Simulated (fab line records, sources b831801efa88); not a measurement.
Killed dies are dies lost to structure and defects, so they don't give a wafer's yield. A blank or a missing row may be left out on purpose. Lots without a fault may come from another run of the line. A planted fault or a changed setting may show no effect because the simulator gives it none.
Problem report in the 8D (eight disciplines) form, filled by code | flow sky130 | the parts of the form that need people (team, actions taken, sign-off) are left out

1. THE PROBLEM
end_station_pressure_torr at SKY_VT_ADJUST_PCH_IMPLANT_08 reads a mean of 6.87e-05 Torr on 6 wafers of 2 lots; wafers without a fault read 4.97e-06 Torr with a standard deviation of 2.7e-07. That is +99 or more standard deviations from the usual mean.
First seen on wafer L507.1, day 14 06:32, on implanter-03. The record holds 39 wafers of 13 lots with a number at this step. Rule for "out", or "out of limits": more than 4 standard deviations from the usual mean. The other wafers with a number count as sound.

2. WHAT IT IS AND WHAT IT IS NOT
question                    | is                                                       | is not
which readings at this step | end_station_pressure_torr, beam_on_s, faraday_current_uA | beam_energy_keV
which lots                  | L507, L508                                               | L495, L496, L497, L498, L499, L502, L504, L505, L516, L517, L518
which wafers of those lots  | all that have a number                                   | -
read on which tools         | implanter-03                                             | implanter-01, implanter-02
when                        | from day 14 06:32                                        | up to then (24 sound wafers); but 9 sound wafers of L516, L517, L518 came after

3. SUSPECTS, AND WHAT RULES EACH OUT
Counting: a tool at a process step up to the reading stays a suspect if it ran every lot that is out and no sound lot after the first of them.
- implanter-03 at SKY_VT_ADJUST_PCH_IMPLANT_08: ruled out as a lasting fault. Sound lots L517 ran on it after its first lot that is out, L507 (day 14 06:32).
Left after counting: nothing in the record.

4. THE CAUSE (what the simulator had put in)
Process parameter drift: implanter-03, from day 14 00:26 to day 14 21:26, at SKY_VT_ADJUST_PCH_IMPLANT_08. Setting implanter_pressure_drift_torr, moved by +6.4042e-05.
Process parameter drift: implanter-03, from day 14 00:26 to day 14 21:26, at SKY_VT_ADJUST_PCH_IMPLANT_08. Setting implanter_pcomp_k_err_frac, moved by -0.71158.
Counting ruled it out, wrongly.

5. THE CHAIN OF EFFECTS, in route order
Each row: a reading whose mean over the struck wafers that have a number lies more than 3 standard deviations from the usual. Only readings for which the record gives a usual standard deviation are gone through. hours: the time from each lot's start at the first step in this table that gives one to its start at this step, as a median over the lots. sigmas: the change in usual standard deviations.
hours | step                         | reading                   | usual         | on struck wafers | change    | sigmas
0     | SKY_VT_ADJUST_PCH_IMPLANT_08 | beam_on_s                 | 10.01 s       | 11.12            | +1.11     | +5.6
0     | SKY_VT_ADJUST_PCH_IMPLANT_08 | end_station_pressure_torr | 4.97e-06 Torr | 6.87e-05         | +6.37e-05 | +99 or more
0     | SKY_VT_ADJUST_PCH_IMPLANT_08 | faraday_current_uA        | 2.81          | 2.46             | -0.35     | -6.4
The process steps in it:
- SKY_VT_ADJUST_PCH_IMPLANT_08
Later measuring or inspecting steps at which every struck wafer that the step has a row for has a number for every such reading, and none has moved that far: SKY_LI_CONTACT_THK_MEAS_01.

6. WHAT WOULD HAVE CAUGHT IT SOONER
In this record the first reading out of limits was taken at day 14 06:32, 6 hours after the fault began at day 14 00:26.
